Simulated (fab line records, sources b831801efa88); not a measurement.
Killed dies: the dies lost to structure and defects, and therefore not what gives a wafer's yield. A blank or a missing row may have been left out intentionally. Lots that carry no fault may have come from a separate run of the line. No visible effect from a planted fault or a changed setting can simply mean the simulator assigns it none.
The tool behind it: which one?	flow gf180mcu	37 wafers from 13 lots sampled at 4 of the route's 602 steps

## WHAT THE GAUGES READ, wafer by wafer
GF_M3_CD_MEAS_14: target cd 280 nm.
lot	measured	on	cd-nm (nm)
L638	day 21 06:50	cd-sem-01	280.8 279.8 280.4
L639	day 21 23:17	cd-sem-02	279.3 278.0 279.5
L640	day 22 09:39	cd-sem-02	280.3 280.0 280.1
L641	day 22 16:57	cd-sem-02	279.2 280.0 279.6
L644	day 23 16:40	cd-sem-02	281.3 281.7 281.6
L645	day 24 00:42	cd-sem-01	280.6 279.6 280.6
L646	day 24 11:35	cd-sem-02	279.4 280.9 278.9
L647	day 24 14:33	cd-sem-01	281.0 280.6 281.0
L649	day 25 05:53	cd-sem-01	279.6 278.2 279.6
L650	day 25 15:21	cd-sem-01	280.5 281.9 281.0
L651	day 25 22:07	cd-sem-01	281.6 281.8 280.8
L660	day 28 16:26	cd-sem-01	279.8 236.2
L661	day 28 21:54	cd-sem-01	281.0 237.2

## TOOL THAT RAN EACH LOT (tool first, then ch and the chambers of the sampled wafers, then the start)
lot	GF_M1_SPUTTER_03	GF_V2_ETCH_16	GF_M3_EXPOSE_11
L638	pvd-sputter-01, day 16 02:36	rie-diel-04 ch 0,1,3, day 20 05:01	krf-scanner-01 ch 0, day 20 18:33
L639	pvd-sputter-04, day 16 16:17	rie-diel-04 ch 2,3, day 20 21:41	krf-scanner-01 ch 0, day 21 11:38
L640	pvd-sputter-01, day 17 03:05	rie-diel-02 ch 0,3, day 21 07:56	krf-scanner-01 ch 0, day 21 22:06
L641	pvd-sputter-01, day 17 11:50	rie-diel-02 ch 0,1,2, day 21 15:56	krf-scanner-02 ch 0, day 22 05:56
L644	pvd-sputter-03, day 18 11:32	rie-diel-01 ch 1,2,3, day 22 16:53	krf-scanner-02 ch 0, day 23 05:46
L645	pvd-sputter-01, day 18 19:37	rie-diel-01 ch 0,1,2, day 23 00:17	krf-scanner-01 ch 0, day 23 13:22
L646	pvd-sputter-03, day 19 09:13	rie-diel-02 ch 1,2, day 23 11:46	krf-scanner-02 ch 0, day 24 01:05
L647	pvd-sputter-04, day 19 12:13	rie-diel-01 ch 0,1,3, day 23 14:59	krf-scanner-01 ch 0, day 24 04:19
L649	pvd-sputter-03, day 20 04:14	rie-diel-01 ch 2,3, day 24 06:11	krf-scanner-01 ch 0, day 24 18:39
L650	pvd-sputter-01, day 20 15:14	rie-diel-02 ch 1,3, day 24 15:35	krf-scanner-02 ch 0, day 25 04:55
L651	pvd-sputter-04, day 20 22:52	rie-diel-01 ch 2,3, day 24 23:05	krf-scanner-02 ch 0, day 25 11:32
L660	pvd-sputter-01, day 24 04:07	rie-diel-01 ch 0,3, day 27 19:29	krf-scanner-01 ch 0, day 28 06:44
L661	pvd-sputter-01, day 24 09:16	rie-diel-01 ch 1,2, day 28 01:08	krf-scanner-01 ch 0, day 28 12:34
- GF_M1_SPUTTER_03: material Ti, target thk 10 nm, time 6.7 s.
- GF_V2_ETCH_16: etches BARC in N2/H2.
- GF_M3_EXPOSE_11: exposes mask Metal3, target cd 280 nm.

## WHAT THE TOOLS THEMSELVES READ (means of the sampled wafers that have a number; where no wafer has one, the mark that the record gives instead)
GF_M1_SPUTTER_03.
lot	tool	throttle-valve-pct (%)
L638	pvd-sputter-01	30.0
L639	pvd-sputter-04	29.6
L640	pvd-sputter-01	30.0
L641	pvd-sputter-01	31.0
L644	pvd-sputter-03	30.0
L645	pvd-sputter-01	29.8
L646	pvd-sputter-03	29.5
L647	pvd-sputter-04	28.7
L649	pvd-sputter-03	29.9
L650	pvd-sputter-01	30.1
L651	pvd-sputter-04	28.6
L660	pvd-sputter-01	29.3
L661	pvd-sputter-01	31.3

GF_V2_ETCH_16.
lot	tool	chamber-pressure-mTorr (mTorr)	drypump-motor-current-A (A)	h2-flow-sccm (sccm)	oes-product-au (a.u.)	throttle-valve-pct (%)
L638	rie-diel-04	30.011	5.6	200.5	0.851	13.226
L639	rie-diel-04	30.017	5.9	200.1	0.855	13.226
L640	rie-diel-02	29.999	5.1	199.9	0.854	13.224
L641	rie-diel-02	30.019	5.6	200.1	0.859	13.232
L644	rie-diel-01	29.974	5.8	199.7	0.855	13.222
L645	rie-diel-01	30.002	6.2	200.5	0.851	13.229
L646	rie-diel-02	29.987	5.9	199.9	0.853	13.227
L647	rie-diel-01	29.995	6.1	200.3	0.850	13.226
L649	rie-diel-01	30.006	5.7	199.9	0.851	13.218
L650	rie-diel-02	29.987	5.5	200.5	0.860	13.221
L651	rie-diel-01	30.020	5.8	201.0	0.850	13.235
L660	rie-diel-01	30.017	6.0	200.2	0.862	13.232
L661	rie-diel-01	30.005	6.0	199.8	0.853	13.222

## THE ANSWER, worked out from the rows above alone
Rule: what is usual is taken from the lots themselves. The widest of any qualifying gaps counts: lots, ordered by their means at a reading, are off when they make up no more than a third of the lots, leave a main group of 4 or more, and stand apart from it by 3 or more times the standard deviation of that group's means. Not used: any main group whose means are identical at the precision the tables above print for the reading. Also off: a lot with no number at a reading for which 4 or more lots have one. The other lots that the step has rows for count as sound. The gauges are gone through in route order, then the tools' own readings, and for those a lot's mean is taken as printed above. At the first step where some lot is off, the reading lying furthest off is the one used; lots without a number count as furthest.
Off, at GF_M3_CD_MEAS_14 on cd-nm: L660, L661. The main group has a mean of 280.3 nm with a standard deviation of 0.84.
A tool fits if, at a process step before that reading, it ran every lot that is off, and no sound lot after the first of them. Those tools and the gauges at GF_M3_CD_MEAS_14 are tried in the same way. Can't be told from this: 4 tools fit, pvd-sputter-01 at GF_M1_SPUTTER_03, rie-diel-01 at GF_V2_ETCH_16, krf-scanner-01 at GF_M3_EXPOSE_11, cd-sem-01 at GF_M3_CD_MEAS_14.

## WHAT HAD BEEN PUT IN BY THE SIMULATOR
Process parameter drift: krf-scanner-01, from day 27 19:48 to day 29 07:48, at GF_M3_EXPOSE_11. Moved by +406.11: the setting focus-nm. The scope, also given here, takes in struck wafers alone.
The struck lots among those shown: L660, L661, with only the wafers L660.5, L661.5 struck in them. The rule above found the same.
